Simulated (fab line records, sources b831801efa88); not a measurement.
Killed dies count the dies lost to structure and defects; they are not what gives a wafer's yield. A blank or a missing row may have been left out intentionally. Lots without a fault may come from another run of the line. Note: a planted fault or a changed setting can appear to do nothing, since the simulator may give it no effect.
Which of the tools did it? + flow gf180mcu + 36 wafers from 12 lots sampled at 4 of the route's 602 steps

## WHAT THE GAUGES READ, wafer by wafer
GF_CONTACT_THK_MEAS_01.
| lot  | measured     | on            | CONTACT_CVD_00_THK (nm) |
|------|--------------|---------------|-------------------------|
| L667 | day 15 17:44 | film metro-01 | 299 302 299             |
| L668 | day 16 06:46 | film metro-02 | 298 302 299             |
| L669 | day 16 20:26 | film metro-01 | 300 299 301             |
| L670 | day 16 22:34 | film metro-04 | 303 301 303             |
| L673 | day 18 04:09 | film metro-02 | 297 302 302             |
| L674 | day 18 05:51 | film metro-01 | 454 455 447             |
| L677 | day 19 10:11 | film metro-04 | 452 454 448             |
| L681 | day 21 01:07 | film metro-04 | 299 301 300             |
| L683 | day 21 19:19 | film metro-02 | 301 303 300             |
| L684 | day 22 03:26 | film metro-02 | 301 303 302             |
| L685 | day 22 14:44 | film metro-02 | 305 299 304             |
| L686 | day 23 02:45 | film metro-01 | 302 305 300             |

GF_CONTACT_BOW_MEAS_05.
| lot  | measured     | on            | CONTACT_BOW (um) |
|------|--------------|---------------|------------------|
| L667 | day 15 18:14 | film metro-01 | 66 56 76         |
| L668 | day 16 07:15 | film metro-01 | 64 74 59         |
| L669 | day 16 20:56 | film metro-01 | 77 78 62         |
| L670 | day 16 23:05 | film metro-01 | 67 67 69         |
| L673 | day 18 04:38 | film metro-01 | 71 73 66         |
| L674 | day 18 06:20 | film metro-01 | 66 70 84         |
| L677 | day 19 10:41 | film metro-02 | 70 83 66         |
| L681 | day 21 01:38 | film metro-01 | 66 57 64         |
| L683 | day 21 19:49 | film metro-02 | 55 67 65         |
| L684 | day 22 03:55 | film metro-04 | 47 63 50         |
| L685 | day 22 15:14 | film metro-02 | 58 61 63         |
| L686 | day 23 03:15 | film metro-02 | 63 69 60         |

GF_CONTACT_OVL_MEAS_15.
| lot  | measured     | on         | CONTACT_OVL (nm) |
|------|--------------|------------|------------------|
| L667 | day 16 16:50 | overlay-01 | -4 5 2           |
| L668 | day 17 06:45 | overlay-01 | -2 1 4           |
| L669 | day 17 20:35 | overlay-02 | 3 -6 3           |
| L670 | day 17 22:16 | overlay-02 | -1 5 6           |
| L673 | day 19 05:12 | overlay-02 | 4 2 -4           |
| L674 | day 19 07:22 | overlay-02 | 8 5 9            |
| L677 | day 20 11:16 | overlay-01 | 5 15 6           |
| L681 | day 22 02:16 | overlay-02 | 1 5 -2           |
| L683 | day 22 19:14 | overlay-02 | 0 0 0            |
| L684 | day 23 03:30 | overlay-01 | 3 11 13          |
| L685 | day 23 14:13 | overlay-01 | -13 -12 -12      |
| L686 | day 24 02:26 | overlay-01 | 6 -1 3           |

## TOOL THAT RAN EACH LOT (tool first, then ch and the chambers of the sampled wafers, then the start)
| lot  | GF_CONTACT_CVD_00                |
|------|----------------------------------|
| L667 | hdpcvd-01 ch 0,1, day 15 17:41   |
| L668 | hdpcvd-01 ch 1,2, day 16 06:43   |
| L669 | hdpcvd-02 ch 0,1, day 16 20:23   |
| L670 | hdpcvd-01 ch 0,1,2, day 16 22:31 |
| L673 | hdpcvd-01 ch 0,1, day 18 04:07   |
| L674 | hdpcvd-01 ch 0,1,2, day 18 05:49 |
| L677 | hdpcvd-01 ch 0,1, day 19 10:08   |
| L681 | hdpcvd-02 ch 0,2, day 21 01:03   |
| L683 | hdpcvd-02 ch 0,2, day 21 19:16   |
| L684 | hdpcvd-02 ch 0,1,2, day 22 03:23 |
| L685 | hdpcvd-02 ch 0,2, day 22 14:42   |
| L686 | hdpcvd-01 ch 0,2, day 23 02:41   |
- GF_CONTACT_CVD_00: deposits SiO2, target thk 300 nm, time 50 s.

## WHAT THE TOOLS THEMSELVES READ (means of the sampled wafers that have a number; where no wafer has one, the mark that the record gives instead)
GF_CONTACT_CVD_00.
| lot  | tool      | sih4 flow sccm (sccm) |
|------|-----------|-----------------------|
| L667 | hdpcvd-01 | 60.12                 |
| L668 | hdpcvd-01 | 60.03                 |
| L669 | hdpcvd-02 | 60.07                 |
| L670 | hdpcvd-01 | 60.07                 |
| L673 | hdpcvd-01 | 60.10                 |
| L674 | hdpcvd-01 | 89.93                 |
| L677 | hdpcvd-01 | 90.10                 |
| L681 | hdpcvd-02 | 59.98                 |
| L683 | hdpcvd-02 | 59.87                 |
| L684 | hdpcvd-02 | 60.05                 |
| L685 | hdpcvd-02 | 59.99                 |
| L686 | hdpcvd-01 | 59.84                 |

## THE ANSWER, worked out from the rows above alone
Rule: usual is defined by the lots themselves. Put in order of their means at a reading, lots are off if they are a third of the lots or fewer, leave a main group of 4 or more, and stand apart from it by a gap of 3 or more times the standard deviation of the main group's means; of several such gaps the widest counts. A main group is skipped when, at the precision printed for the reading in the tables above, its means are all equal. Also off: a lot with no number at a reading for which 4 or more lots have one. All remaining lots with rows at the step are treated as sound. The gauges are gone through in route order, then the tools' own readings, and for those a lot's mean is taken as printed above. At the first step where some lot is off, the reading lying furthest off is the one used; lots without a number count as furthest.
Off: L674, L677, at GF_CONTACT_THK_MEAS_01 (CONTACT_CVD_00_THK). The main group has a mean of 301 nm with a standard deviation of 1.1.
A tool fits if, at a process step before that reading, it ran every lot that is off, and no sound lot after the first of them. Not tried: the gauges at GF_CONTACT_THK_MEAS_01; whatever is off there is also off at GF_CONTACT_CVD_00, on other tools, and gauge error can't account for it. No candidate that was tried fits.

## WHAT THE SIMULATOR HAD INSERTED
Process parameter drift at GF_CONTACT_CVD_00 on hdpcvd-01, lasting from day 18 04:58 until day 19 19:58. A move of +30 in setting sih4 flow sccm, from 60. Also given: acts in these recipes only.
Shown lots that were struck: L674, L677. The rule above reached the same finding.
